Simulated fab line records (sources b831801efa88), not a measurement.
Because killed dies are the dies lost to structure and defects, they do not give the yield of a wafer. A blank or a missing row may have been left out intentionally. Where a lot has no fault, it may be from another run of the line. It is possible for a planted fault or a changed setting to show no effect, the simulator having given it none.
Split-lot study	flow sfq line	27 wafers read across 5 lots, on a route 325 steps long

== THE SPLIT ITSELF ==
At SFQ_TRILAYER_M3_DEP_SPUTTER_073 (material Nb, target thk 200 nm, time 133.3 s), the setting time s was moved away from the recipe's 133.3 s on 12 of the 27 wafers read, by -15.6% to +22.7%. For the rest of the wafers, this setting stayed at what the recipe calls for.

== FROM THE SPLIT TO THE READING: what the file shows between them, 3 steps ==
- SFQ_M3_RS_MEAS_919: measures by four-point-probe
- SFQ_TRILAYER_M3_LITHO_COAT_080: resist thk 62 nm
- SFQ_TRILAYER_M3_BARC_OPEN_METAL_ETCH_100: etches BARC in O2, target depth 125 nm, time 41.7 s

== THE READING ==
oes product au, in a.u., at SFQ_TRILAYER_M3_ETCH_METAL_ETCH_078 (etches Nb in Cl2/Ar, stops on SiO2, target depth 240 nm, time 120 s). Fault-free wafers of this fab line usually give 0.896 a.u., standard deviation 0.0084 a.u.

wafer	tool, chamber at the split	time s as run, s	against the recipe	oes product au, a.u.	against lot-mates on the recipe
L075.1	pvd sputter-04, -	133.3	recipe	0.902	-
L075.2	pvd sputter-04, -	112.7	-15.5%	0.830	-0.075
L075.3	pvd sputter-04, -	112.7	-15.5%	0.818	-0.087
L075.4	pvd sputter-04, -	133.3	recipe	0.908	-
L075.5	pvd sputter-04, -	133.3	recipe	0.904	-
L075.6	pvd sputter-04, -	112.7	-15.5%	0.832	-0.073
L078.1	pvd sputter-03, -	133.3	recipe	0.902	-
L078.2	pvd sputter-03, -	133.3	recipe	0.882	-
L078.3	pvd sputter-03, -	163.6	+22.7%	0.967	+0.073
L078.4	pvd sputter-03, -	163.6	+22.7%	0.991	+0.097
L078.5	pvd sputter-03, -	133.3	recipe	0.897	-
L078.6	pvd sputter-03, -	163.6	+22.7%	0.994	+0.100
L079.1	pvd sputter-03, -	112.5	-15.6%	0.817	-0.088
L079.2	pvd sputter-03, -	133.3	recipe	0.909	-
L079.3	pvd sputter-03, -	112.5	-15.6%	0.817	-0.088
L079.4	pvd sputter-03, -	133.3	recipe	0.897	-
L079.5	pvd sputter-03, -	133.3	recipe	0.909	-
L079.6	pvd sputter-03, -	112.5	-15.6%	0.816	-0.089
L080.1	pvd sputter-04, -	133.3	recipe	0.888	-
L080.3	pvd sputter-04, -	133.3	recipe	0.886	-
L080.6	pvd sputter-04, -	133.3	recipe	0.887	-
L082.1	pvd sputter-04, -	133.3	recipe	0.895	-
L082.2	pvd sputter-04, -	133.3	recipe	0.900	-
L082.3	pvd sputter-04, -	160.2	+20.2%	0.977	+0.080
L082.4	pvd sputter-04, -	133.3	recipe	0.895	-
L082.5	pvd sputter-04, -	160.2	+20.2%	0.987	+0.090
L082.6	pvd sputter-04, -	160.2	+20.2%	0.965	+0.068

THE FIT
A straight line over all 27 wafers: oes product au changes by +0.00424 a.u. for each +1% of time s; r = +0.98; the points scatter about the line by 0.01 a.u.
The same after taking each lot's own level away (the mean of its wafers on the recipe; 27 wafers): +0.00449 a.u. for each +1%; r = +0.99; scatter 0.0096 a.u.
According to that fit, moving time s by its largest amount changes the reading by 0.1 a.u.
Measured against the standard deviation above, the lots' own levels, which go from 0.8870 to 0.9050 a.u., span 2.1 times it.
So the lot-to-lot level changes the slope little: the two slopes agree.
Check: with one of the wafers moved furthest among these (+22.7%) left out of the fit, the line predicts +0.1 a.u. for it against its lot-mates. Against them it came out at +0.0733 a.u.

== THE OTHER SPLITS THESE WAFERS WENT THROUGH ==
Other splits were also applied to these wafers ahead of the reading. Each is held against what the fit with the lots' levels taken away leaves over:
other split on the same wafers	wafers away from the commonest value	r with oes product au (lot level and that fit taken away)
SFQ_TRILAYER_INCOMING_OXIDATION_002 ox time s	18	-0.10
SFQ_TRILAYER_M0_DEP_SPUTTER_019 time s	9	-0.01
SFQ_TRILAYER_I0_VIA_BARC_OPEN_VIA_ETCH_046 time s	6	+0.07
SFQ_TRILAYER_M1_BARC_OPEN_METAL_ETCH_054 time s	9	-0.06
SFQ_TRILAYER_I1_VIA_BARC_OPEN_VIA_ETCH_071 time s	9	-0.17

== THE WHOLE CHAIN: every reading that the file lists as answering this split, in the file's order ==
step	what it does	reading	change (the file's fit)	r (the file's)
SFQ_TRILAYER_M3_DEP_SPUTTER_073	material Nb, target thk 200 nm, time 133.3 s	Nb_of_TRILAYER_M3_DEP_SPUTTER_073.thk nm (the simulator's own value, which no gauge read)	+1.97 nm for each +1% of the setting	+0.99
SFQ_M3_RS_MEAS_919	measures by four-point-probe	M3_NB_RS	-0.00832 for each +1% of the setting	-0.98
SFQ_TRILAYER_M3_ETCH_METAL_ETCH_078	etches Nb in Cl2/Ar, stops on SiO2, target depth 240 nm, time 120 s	oes product au	+0.00444 a.u. for each +1% of the setting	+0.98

== FILE'S OWN FIT ==
oes product au changes by +0.00444 a.u. for each +1% of time s, r = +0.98.
